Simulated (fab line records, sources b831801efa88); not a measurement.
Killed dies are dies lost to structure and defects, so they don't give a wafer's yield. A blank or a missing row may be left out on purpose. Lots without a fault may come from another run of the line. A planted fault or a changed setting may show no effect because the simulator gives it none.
Which tool did it? | flow sky130 | 15 lots, 45 wafers sampled, at 2 steps of a route of 708

WHAT THE GAUGES READ, wafer by wafer
SKY_VT_ADJUST_NCORE_TW_MEAS_11.
lot  | measured     | on            | VT_ADJUST_NCORE_TW
L562 | day 8 21:42  | film_metro-04 | 219.8 220.1 218.8
L564 | day 9 12:32  | film_metro-01 | 220.8 221.3 220.4
L565 | day 9 13:14  | film_metro-04 | 219.3 219.7 220.2
L566 | day 10 07:30 | film_metro-02 | 218.0 217.0 217.1
L568 | day 10 16:24 | film_metro-04 | 219.2 219.1 221.6
L569 | day 10 16:42 | film_metro-02 | 217.7 217.0 216.6
L570 | day 11 00:16 | film_metro-04 | 221.7 219.4 221.0
L571 | day 11 06:06 | film_metro-04 | 220.1 220.5 221.4
L572 | day 11 18:48 | film_metro-02 | 217.2 217.8 218.5
L573 | day 11 20:38 | film_metro-01 | 219.7 220.1 219.9
L580 | day 13 17:43 | film_metro-04 | 233.5 234.0 234.4
L581 | day 14 05:43 | film_metro-02 | 233.5 233.3 234.3
L582 | day 14 12:22 | film_metro-02 | 233.7 232.9 231.7
L583 | day 14 18:12 | film_metro-02 | 219.2 219.5 220.1
L584 | day 14 21:40 | film_metro-04 | 220.0 220.4 219.6

WHICH TOOL RAN EACH LOT (tool, then ch and the chambers of the sampled wafers, then the start)
lot  | SKY_VT_ADJUST_NCORE_IMPLANT_09
L562 | implanter-03 ch 0, day 8 21:28
L564 | implanter-03 ch 0, day 9 12:17
L565 | implanter-04 ch 0, day 9 12:59
L566 | implanter-03 ch 0, day 10 07:17
L568 | implanter-01 ch 0, day 10 16:10
L569 | implanter-03 ch 0, day 10 16:28
L570 | implanter-03 ch 0, day 11 00:01
L571 | implanter-03 ch 0, day 11 05:53
L572 | implanter-04 ch 0, day 11 18:34
L573 | implanter-01 ch 0, day 11 20:23
L580 | implanter-03 ch 0, day 13 17:29
L581 | implanter-03 ch 0, day 14 05:31
L582 | implanter-03 ch 0, day 14 12:08
L583 | implanter-01 ch 0, day 14 17:58
L584 | implanter-01 ch 0, day 14 21:25
- SKY_VT_ADJUST_NCORE_IMPLANT_09

WHAT THE TOOLS THEMSELVES READ (means of the sampled wafers that have a number; where no wafer has one, the mark that the record gives instead)
SKY_VT_ADJUST_NCORE_IMPLANT_09.
lot  | tool         | beam_on_s (s) | end_station_pressure_torr (Torr) | faraday_current_uA
L562 | implanter-03 | 9.80          | 5.17e-06                         | 13.79
L564 | implanter-03 | 10.08         | 5.14e-06                         | 13.45
L565 | implanter-04 | 9.88          | 5.16e-06                         | 13.69
L566 | implanter-03 | 10.11         | 5.07e-06                         | 13.41
L568 | implanter-01 | 9.98          | 4.84e-06                         | 13.57
L569 | implanter-03 | 10.10         | 5.11e-06                         | 13.38
L570 | implanter-03 | 10.05         | 5.16e-06                         | 13.46
L571 | implanter-03 | 9.95          | 5.40e-06                         | 13.62
L572 | implanter-04 | 10.05         | 4.89e-06                         | 13.48
L573 | implanter-01 | 10.02         | 4.95e-06                         | 13.49
L580 | implanter-03 | 12.35         | 1.05e-04                         | 11.07
L581 | implanter-03 | 12.47         | 1.02e-04                         | 11.00
L582 | implanter-03 | 12.38         | 1.06e-04                         | 11.03
L583 | implanter-01 | 10.20         | 4.93e-06                         | 13.28
L584 | implanter-01 | 9.92          | 5.14e-06                         | 13.63

THE ANSWER, worked out from the rows above alone
Rule: what is usual is taken from the lots themselves. Put in order of their means at a reading, lots are off if they are a third of the lots or fewer, leave a main group of 4 or more, and stand apart from it by a gap of 3 or more times the standard deviation of the main group's means; of several such gaps the widest counts. A main group whose means are all the same, to the digits that the tables above print for the reading, isn't used. A lot without any number at a reading at which 4 lots or more have one is off too. The other lots that the step has rows for count as sound. The gauges are gone through in route order, then the tools' own readings, and for those a lot's mean is taken as printed above. The first step at which some lot is off is used, and at that step the reading that is off furthest; a lot without a number counts as furthest.
Off: L580, L581, L582, at SKY_VT_ADJUST_NCORE_TW_MEAS_11 (VT_ADJUST_NCORE_TW). The main group: mean 219.4, standard deviation 1.2.
A tool fits if, at a process step before that reading, it ran every lot that is off, and no sound lot after the first of them. The gauges at SKY_VT_ADJUST_NCORE_TW_MEAS_11 aren't tried: what is off there is off at SKY_VT_ADJUST_NCORE_IMPLANT_09 too, on other tools, and a gauge's error can't cause that. One fits: implanter-03 at SKY_VT_ADJUST_NCORE_IMPLANT_09. Its last sound lot is L571 (day 11 05:53), its first lot that is off L580 (day 13 17:29): a fault that began between those two fits.
The tool's own readings at SKY_VT_ADJUST_NCORE_IMPLANT_09 bear it out: on the lots that are off they differ by more than 5 times the standard deviation of the sound lots' means. beam_on_s reads 12.40 s there against 10.01 s on the sound lots; end_station_pressure_torr reads 1.04e-04 Torr there against 5.08e-06 Torr on the sound lots; faraday_current_uA reads 11.03 there against 13.52 on the sound lots.

WHAT THE SIMULATOR HAD PUT IN
Process parameter drift: implanter-03, from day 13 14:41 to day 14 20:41, at SKY_VT_ADJUST_NCORE_IMPLANT_09. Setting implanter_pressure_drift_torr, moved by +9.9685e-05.
Process parameter drift: implanter-03, from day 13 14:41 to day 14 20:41, at SKY_VT_ADJUST_NCORE_IMPLANT_09. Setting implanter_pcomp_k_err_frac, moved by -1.
Lots struck among those shown: L580, L581, L582. The rule above found the same.
